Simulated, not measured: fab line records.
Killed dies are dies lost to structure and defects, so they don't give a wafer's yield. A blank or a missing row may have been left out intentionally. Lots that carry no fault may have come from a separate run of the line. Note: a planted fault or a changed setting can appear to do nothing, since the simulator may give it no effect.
A lot that was struck, set against a sound lot :: flow sky130 :: 15 steps out of a route of 708
Sound: these wafers, L449.2, L449.4, L449.6. Wafers struck: L462.2, L462.4, L462.5. The cause comes at the end.
Each step with rows lists, per side, the tool, then ch with its chambers, then its first start. Under that, the readings that differ: sound wafers :: struck wafers :: difference of the means :: sigmas: that difference in standard deviations of wafers without a fault.
alike: same words and numbers on both sides, and readings whose means sit less than 2 such deviations apart. not compared: any withheld reading, any reading some wafer has no value for, any bound like >300 that may hide the same value, and any number with overlapping values for which the record gives no deviation.
Wherever a step has rows on one side only, a row that says differs or no value, or a row with sigmas, the two part there. Non-overlapping numbers with no deviation appear without sigmas and do not part them. Lack of a reading on every wafer of one side parts them only where that side has two or more wafers.

SKY_VIA3_CMP_02: polishes SiO2.
  sound on cmp-02 ch 0,1,2, day 39 16:07; struck on cmp-02 ch 1,2,3, day 43 14:14
  alike: motor_current_A
SKY_VIA3_BOW_MEAS_03:
  sound on film_metro-03 at day 39 16:20; struck on film_metro-02 at day 43 14:28
reading: VIA3_BOW (um)
sound: 85 80 67
struck: 91 97 96
difference: +17
sigmas: +2
then, 8 steps without rows for these wafers: SKY_VIA3_DEHYDRATE_04 (time 60 s); SKY_VIA3_HMDS_05 (prime time 60 s); SKY_VIA3_COAT_06 (resist thk 60 nm); SKY_VIA3_COAT_07 (resist thk 450 nm); SKY_VIA3_SOFTBAKE_08 (time 90 s); SKY_VIA3_EXPOSE_09 (exposes mask VIM3, target cd 200 nm); SKY_VIA3_PEB_10; SKY_VIA3_DEVELOP_11 (develop time 60 s).
SKY_VIA3_CD_MEAS_12: the cd target is 200 nm.
  sound on cd_sem-02 at day 40 16:38; struck on cd_sem-02 at day 44 13:29
  alike: cd_nm
SKY_VIA3_OVL_MEAS_13:
  sound on overlay-01 at day 40 16:44; struck on overlay-01 at day 44 13:35
  alike: VIA3_OVL
SKY_VIA3_ETCH_14: etches BARC in N2/H2, stops on SiO2, time 45.9 s, target depth 60 nm.
  sound on rie_diel-03 ch 0,3, day 40 16:46; struck on rie_diel-03 ch 0,1,2, day 44 13:37
reading: chamber_pressure_mTorr (mTorr)
sound: 30.010 30.021 29.981
struck: 23.992 23.978 23.992
difference: -6.017
sigmas: -99 or more

reading: oes_product_au (a.u.)
sound: 0.862 0.864 0.859
struck: 0.848 0.847 0.857
difference: -0.011
sigmas: -2
  alike: drypump_motor_current_A, rf_fwd_power_W, throttle_valve_pct
  not compared: rf_hours_counter_h
SKY_VIA3_ETCH_15: etches SiO2 in C4F8/O2/Ar, stops on TiN, target depth 507 nm, time 78 s.
  sound on rie_diel-03 ch 0,3, day 40 16:49; struck on rie_diel-03 ch 0,1,2, day 44 13:40
  alike: chamber_pressure_mTorr, oes_product_au, rf_fwd_power_W
  not compared: rf_hours_counter_h
-- the record jumps here: 5 days lie between the struck wafers' starts before and after (it left off in module VIA3 and takes up again in module PAD_OPEN, whose first step shown is number 708 of the route) --
SKY_PAD_OPEN_PROBE_99:
  sound on prober-01 at day 46 11:58; struck on prober-02 at day 49 22:02
  alike: defect_limited_yield, killed_at_M0_to_M3, killed_at_M4_up, killed_at_contacts, killed_at_front_end, killed_at_other, killed_dies, killed_on_rim, killed_open, killed_short, sort_bin_3_pad_short, sort_bin_5_function, sort_bin_6_memory, sort_n_pass, sort_yield_pct

WHERE THEY PART
First at SKY_VIA3_BOW_MEAS_03; last, within this record, at SKY_VIA3_ETCH_14. Later steps at which nothing parts them and some readings are alike: SKY_VIA3_ETCH_15, SKY_PAD_OPEN_PROBE_99.

WHY: what had been put in by the simulator
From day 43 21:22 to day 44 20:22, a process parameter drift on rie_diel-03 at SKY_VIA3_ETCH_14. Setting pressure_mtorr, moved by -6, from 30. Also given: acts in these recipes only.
